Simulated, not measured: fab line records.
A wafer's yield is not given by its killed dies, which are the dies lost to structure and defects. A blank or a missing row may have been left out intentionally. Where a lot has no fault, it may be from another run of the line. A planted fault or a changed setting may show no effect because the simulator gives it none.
A lot that was struck, set against a sound lot + flow sky130 + 35 steps out of a route of 708
Sound: wafers L714.2, L714.4, L714.6. Wafers struck: L704.3, L704.4, L704.5. Last of all comes the cause.
At each step with rows: each side's tool, then ch and its chambers, then its first start. Under that, the readings that differ: sound wafers + struck wafers + difference of the means + sigmas: that difference in standard deviations of wafers without a fault.
alike: a reading whose means differ by less than 2 such deviations, as well as words and numbers matching on both sides. not compared: withheld readings; readings where some wafer has no value; bounds like >300 that might hide an equal value; numbers whose values overlap and for which the record gives no deviation.
Wherever a step has rows on one side only, a row that says differs or no value, or a row with sigmas, the two part there. Numbers that don't overlap but have no deviation are shown without sigmas and don't part them. Lack of a reading on every wafer of one side parts them only where that side has two or more wafers.

SKY_SD_P_CD_MEAS_07: target cd 380 nm.
  sound on cdSem-01, day 31 16:52; struck on cdSem-02, day 27 06:35
  alike: cdNm
SKY_SD_P_OVL_MEAS_08:
  sound on overlay-01, day 31 16:58; struck on overlay-02, day 27 06:40
  alike: SD_P_OVL
next, for these wafers, 1 step has no rows: SKY_SD_P_IMPLANT_09.
SKY_SD_P_STRIP_10: strips in O2/N2.
  sound on plasmaAsher-04 ch 0,1, day 31 17:09; struck on plasmaAsher-04 ch 0,1, day 27 06:53
  alike: drypumpMotorCurrentA, oesProductAu, stripTimeToEndpointS
  not compared: rfHoursCounterH
SKY_SD_P_TW_MEAS_11:
  sound on filmMetro-04, day 31 17:16; struck on filmMetro-03, day 27 06:58
| reading | sound          | struck         | difference | sigmas |
|---------|----------------|----------------|------------|--------|
| SD_P_TW | 2826 2822 2820 | 2757 2764 2761 | -62        | -2     |
then, 7 steps without rows for these wafers: SKY_RES_XHIGH_DEHYDRATE_00 (time 60 s); SKY_RES_XHIGH_HMDS_01 (prime time 60 s); SKY_RES_XHIGH_COAT_02 (resist thk 1140 nm); SKY_RES_XHIGH_SOFTBAKE_03 (time 60 s); SKY_RES_XHIGH_EXPOSE_04 (exposes mask URPM, target cd 1270 nm); SKY_RES_XHIGH_PEB_05; SKY_RES_XHIGH_DEVELOP_06 (develop time 60 s).
SKY_RES_XHIGH_IMPLANT_07:
  sound on implanter-02 ch 0, day 32 19:10; struck on implanter-04 ch 0, day 28 11:36
SKY_RES_XHIGH_STRIP_08: strips in O2/N2.
  sound on plasmaAsher-01 ch 0,1, day 32 19:17; struck on plasmaAsher-01 ch 0,1, day 28 11:44
  alike: drypumpMotorCurrentA, oesProductAu, stripTimeToEndpointS
  not compared: rfHoursCounterH
SKY_RES_XHIGH_TW_MEAS_09:
  sound on filmMetro-01, day 32 19:24; struck on filmMetro-03, day 28 11:49
| reading      | sound          | struck         | difference | sigmas |
|--------------|----------------|----------------|------------|--------|
| RES_XHIGH_TW | 1636 1620 1618 | 1513 1520 1511 | -110       | -6     |
then, 7 steps without rows for these wafers: SKY_SD_N_DEHYDRATE_00 (time 60 s); SKY_SD_N_HMDS_01 (prime time 60 s); SKY_SD_N_COAT_02 (resist thk 1140 nm); SKY_SD_N_SOFTBAKE_03 (time 60 s); SKY_SD_N_EXPOSE_04 (exposes mask NSDM, target cd 380 nm); SKY_SD_N_PEB_05; SKY_SD_N_DEVELOP_06 (develop time 60 s).
SKY_SD_N_CD_MEAS_07: target cd 380 nm.
  sound on cdSem-01, day 33 22:07; struck on cdSem-02, day 29 15:26
  alike: cdNm
SKY_SD_N_OVL_MEAS_08:
  sound on overlay-01, day 33 22:13; struck on overlay-02, day 29 15:32
  alike: SD_N_OVL
then, 2 steps without rows for these wafers: SKY_SD_N_IMPLANT_09; SKY_SD_N_IMPLANT_10.
SKY_SD_N_STRIP_11: strips in O2/N2.
  sound on plasmaAsher-03 ch 1, day 33 22:38; struck on plasmaAsher-04 ch 0,1, day 29 15:53
  alike: drypumpMotorCurrentA, oesProductAu, stripTimeToEndpointS
  not compared: rfHoursCounterH
SKY_SD_N_TW_MEAS_12:
  sound on filmMetro-04, day 33 22:44; struck on filmMetro-01, day 29 15:58
  alike: SD_N_TW
then, 1 step without rows for these wafers: SKY_SD_N_CLEAN_13 (cleans in SC1/SC2, time 150 s).
SKY_SD_N_RTA_14: time 2 s.
  sound on rtpAnneal-01 ch 0, day 33 22:51; struck on rtpAnneal-01 ch 0, day 29 16:05
  alike: annealTempCMax, lampPowerPct, wafer_temp_C_max
SKY_SD_N_RS_MEAS_16: uses a four-point probe to measure.
  sound on filmMetro-03, day 33 23:02; struck on filmMetro-03, day 29 16:17
  alike: SD_N_RS
SKY_SD_N_RS_MEAS_17: uses a four-point probe to measure.
  sound on filmMetro-03, day 33 23:10; struck on filmMetro-03, day 29 16:24
  alike: SD_P_RS
SKY_SD_N_RS_MEAS_18: uses a four-point probe to measure.
  sound on filmMetro-03, day 33 23:17; struck on filmMetro-03, day 29 16:31
| reading               | sound             | struck            | difference | sigmas |
|-----------------------|-------------------|-------------------|------------|--------|
| RES_XHIGH_RS (ohm/sq) | 333.6 332.7 332.5 | 384.8 383.7 383.4 | +51.0      | +39    |
then, 1 step without rows for these wafers: SKY_SALICIDE_CLEAN_00 (cleans in HF-last, time 30 s).
-- the record jumps here: 17 days lie between the struck wafers' starts before and after (it left off in module SALICIDE and takes up again in module PAD_OPEN, whose first step shown is number 708 of the route) --
SKY_PAD_OPEN_PROBE_99:
  sound on prober-01, day 49 21:01; struck on prober-01, day 47 01:08
| reading                                     | sound               | struck                        | difference | sigmas |
|---------------------------------------------|---------------------|-------------------------------|------------|--------|
| model.etest.resXhighPo.lineOhmUm            | 5689 5556 5986      | 1.025e+04 1.028e+04 1.032e+04 | +4.540e+03 |        |
| model.etest.resXhighPo.rsOhmSqRange         | 52.66 79.5 70.75    | 1721 1747 1836                | +1700      |        |
| model.etest.resXhighPo.rsOhmSq              | 2031 1954 2061      | 3614 3587 3735                | +1630      |        |
| model.etest.resXhighPo.rsOhmSqRimLessCentre | -30.08 -39.64 -52.5 | -769.9 -760.3 -832.8          | -746.9     |        |
  alike: killed_at_M0_to_M3, killed_at_M4_up, killedAtContacts, killedAtFrontEnd, killedAtOther, killedDies, killedOpen, killedShort

WHERE THEY PART
At SKY_SD_P_TW_MEAS_11 first; at SKY_SD_N_RS_MEAS_18 last (within this record only). Later steps at which nothing parts them and some readings are alike: SKY_PAD_OPEN_PROBE_99.

WHY: whatever the simulator had introduced
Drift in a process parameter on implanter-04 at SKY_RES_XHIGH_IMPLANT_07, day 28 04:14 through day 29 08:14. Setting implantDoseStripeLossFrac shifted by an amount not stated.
